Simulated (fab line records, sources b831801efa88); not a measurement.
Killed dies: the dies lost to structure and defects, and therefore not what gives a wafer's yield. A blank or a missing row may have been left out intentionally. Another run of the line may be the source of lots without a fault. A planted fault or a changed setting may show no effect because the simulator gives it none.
Which tool was responsible? || flow sfq line || 14 lots, 41 wafers sampled, at 2 steps of a route of 325

## WHAT THE GAUGES SHOWED, per wafer
Not one reading of a measure or inspect step in the record can be checked against a usual standard deviation.

## EACH LOT AND THE TOOL THAT RAN IT (in order: tool; ch and the chambers of the sampled wafers; start)
{"lot": "L636", "SFQ_TRILAYER_A5B_DEP_PECVD_129": "pecvd-03 ch 0,1,2, day 49 13:26", "SFQ_TRILAYER_A5B_METRO_MEASURE_131": "film metro-02, day 49 19:04"}
{"lot": "L637", "SFQ_TRILAYER_A5B_DEP_PECVD_129": "pecvd-01 ch 0,1,2, day 49 13:44", "SFQ_TRILAYER_A5B_METRO_MEASURE_131": "film metro-04, day 49 21:02"}
{"lot": "L638", "SFQ_TRILAYER_A5B_DEP_PECVD_129": "pecvd-02 ch 0,1, day 52 18:27", "SFQ_TRILAYER_A5B_METRO_MEASURE_131": "film metro-01, day 52 21:35"}
{"lot": "L639", "SFQ_TRILAYER_A5B_DEP_PECVD_129": "pecvd-01 ch 0,1, day 52 19:23", "SFQ_TRILAYER_A5B_METRO_MEASURE_131": "film metro-02, day 52 22:28"}
{"lot": "L642", "SFQ_TRILAYER_A5B_DEP_PECVD_129": "pecvd-03 ch 0,1, day 53 00:03", "SFQ_TRILAYER_A5B_METRO_MEASURE_131": "film metro-04, day 53 05:01"}
{"lot": "L645", "SFQ_TRILAYER_A5B_DEP_PECVD_129": "pecvd-03 ch 0,2, day 53 15:02", "SFQ_TRILAYER_A5B_METRO_MEASURE_131": "film metro-02, day 53 21:01"}
{"lot": "L647", "SFQ_TRILAYER_A5B_DEP_PECVD_129": "pecvd-02 ch 0,1,2, day 54 09:22", "SFQ_TRILAYER_A5B_METRO_MEASURE_131": "film metro-01, day 54 17:12"}
{"lot": "L650", "SFQ_TRILAYER_A5B_DEP_PECVD_129": "pecvd-02 ch 0,2, day 55 16:53", "SFQ_TRILAYER_A5B_METRO_MEASURE_131": "film metro-01, day 55 20:54"}
{"lot": "L651", "SFQ_TRILAYER_A5B_DEP_PECVD_129": "pecvd-01 ch 1,2, day 55 22:32", "SFQ_TRILAYER_A5B_METRO_MEASURE_131": "film metro-04, day 56 01:38"}
{"lot": "L652", "SFQ_TRILAYER_A5B_DEP_PECVD_129": "pecvd-01 ch 1,2, day 57 18:06", "SFQ_TRILAYER_A5B_METRO_MEASURE_131": "film metro-01, day 57 21:53"}
{"lot": "L655", "SFQ_TRILAYER_A5B_DEP_PECVD_129": "pecvd-02 ch 1,2, day 58 09:34", "SFQ_TRILAYER_A5B_METRO_MEASURE_131": "film metro-01, day 58 13:14"}
{"lot": "L657", "SFQ_TRILAYER_A5B_DEP_PECVD_129": "pecvd-01 ch 0,1,2, day 64 07:29", "SFQ_TRILAYER_A5B_METRO_MEASURE_131": "film metro-01, day 64 10:47"}
{"lot": "L658", "SFQ_TRILAYER_A5B_DEP_PECVD_129": "pecvd-03 ch 1,2, day 64 14:41", "SFQ_TRILAYER_A5B_METRO_MEASURE_131": "film metro-02, day 64 17:59"}
{"lot": "L659", "SFQ_TRILAYER_A5B_DEP_PECVD_129": "pecvd-01 ch 0,1, day 64 17:05", "SFQ_TRILAYER_A5B_METRO_MEASURE_131": "film metro-01, day 64 20:13"}
- SFQ_TRILAYER_A5B_DEP_PECVD_129: deposits SiO2 from SiH4/N2O, time 133.33 s, target thk 600 nm.
- SFQ_TRILAYER_A5B_METRO_MEASURE_131

## WHAT THE TOOLS THEMSELVES READ (means of the sampled wafers that have a number; where no wafer has one, the mark that the record gives instead)
SFQ_TRILAYER_A5B_DEP_PECVD_129.
{"lot": "L636", "tool": "pecvd-03", "chamber pressure Torr (Torr)": 2.399, "heater power outer w (W)": 34, "heater power w (W)": 85, "showerhead vpp V (V)": 853, "throttle valve pct (%)": 25.6}
{"lot": "L637", "tool": "pecvd-01", "chamber pressure Torr (Torr)": 2.396, "heater power outer w (W)": 32, "heater power w (W)": 85, "showerhead vpp V (V)": 836, "throttle valve pct (%)": 23.4}
{"lot": "L638", "tool": "pecvd-02", "chamber pressure Torr (Torr)": 2.401, "heater power outer w (W)": 38, "heater power w (W)": 94, "showerhead vpp V (V)": 809, "throttle valve pct (%)": 25.6}
{"lot": "L639", "tool": "pecvd-01", "chamber pressure Torr (Torr)": 2.401, "heater power outer w (W)": 28, "heater power w (W)": 74, "showerhead vpp V (V)": 853, "throttle valve pct (%)": 23.5}
{"lot": "L642", "tool": "pecvd-03", "chamber pressure Torr (Torr)": 2.397, "heater power outer w (W)": 24, "heater power w (W)": 68, "showerhead vpp V (V)": 900, "throttle valve pct (%)": 25.8}
{"lot": "L645", "tool": "pecvd-03", "chamber pressure Torr (Torr)": 2.397, "heater power outer w (W)": 39, "heater power w (W)": 99, "showerhead vpp V (V)": 835, "throttle valve pct (%)": 24.5}
{"lot": "L647", "tool": "pecvd-02", "chamber pressure Torr (Torr)": 2.402, "heater power outer w (W)": 33, "heater power w (W)": 89, "showerhead vpp V (V)": 826, "throttle valve pct (%)": 25.6}
{"lot": "L650", "tool": "pecvd-02", "chamber pressure Torr (Torr)": "-", "heater power outer w (W)": "-", "heater power w (W)": "-", "showerhead vpp V (V)": "-", "throttle valve pct (%)": "-"}
{"lot": "L651", "tool": "pecvd-01", "chamber pressure Torr (Torr)": "-", "heater power outer w (W)": "-", "heater power w (W)": "-", "showerhead vpp V (V)": "-", "throttle valve pct (%)": "-"}
{"lot": "L652", "tool": "pecvd-01", "chamber pressure Torr (Torr)": 2.399, "heater power outer w (W)": 33, "heater power w (W)": 91, "showerhead vpp V (V)": 856, "throttle valve pct (%)": 23.7}
{"lot": "L655", "tool": "pecvd-02", "chamber pressure Torr (Torr)": 2.392, "heater power outer w (W)": 33, "heater power w (W)": 89, "showerhead vpp V (V)": 856, "throttle valve pct (%)": 23.6}
{"lot": "L657", "tool": "pecvd-01", "chamber pressure Torr (Torr)": 2.397, "heater power outer w (W)": 35, "heater power w (W)": 87, "showerhead vpp V (V)": 831, "throttle valve pct (%)": 24.6}
{"lot": "L658", "tool": "pecvd-03", "chamber pressure Torr (Torr)": 2.396, "heater power outer w (W)": 33, "heater power w (W)": 87, "showerhead vpp V (V)": 842, "throttle valve pct (%)": 26.7}
{"lot": "L659", "tool": "pecvd-01", "chamber pressure Torr (Torr)": 2.396, "heater power outer w (W)": 37, "heater power w (W)": 88, "showerhead vpp V (V)": 860, "throttle valve pct (%)": 24.8}

## THE ANSWER, worked out from the rows above alone
Rule: what is usual is taken from the lots themselves. The widest of any qualifying gaps counts: lots, ordered by their means at a reading, are off when they make up no more than a third of the lots, leave a main group of 4 or more, and stand apart from it by 3 or more times the standard deviation of that group's means. The tables above print the reading to a certain number of digits; a main group whose means all agree to those digits is not used. A lot without any number at a reading at which 4 lots or more have one is off too. The other lots that the step has rows for count as sound. The gauges are gone through in route order, then the tools' own readings, and for those a lot's mean is taken as printed above. The first step at which some lot is off is used, and at that step the reading that is off furthest; a lot without a number counts as furthest.
Off: L650, L651, at SFQ_TRILAYER_A5B_DEP_PECVD_129 (chamber pressure Torr). Without a number there: L650, L651. Mean 2.398 Torr and standard deviation 0.0027 in the main group.
If a tool, at that step or one of the process steps before it, ran each lot that is off and ran no sound lot following the first of them, it fits. None of those tried fits.

## WHAT THE SIMULATOR PUT IN
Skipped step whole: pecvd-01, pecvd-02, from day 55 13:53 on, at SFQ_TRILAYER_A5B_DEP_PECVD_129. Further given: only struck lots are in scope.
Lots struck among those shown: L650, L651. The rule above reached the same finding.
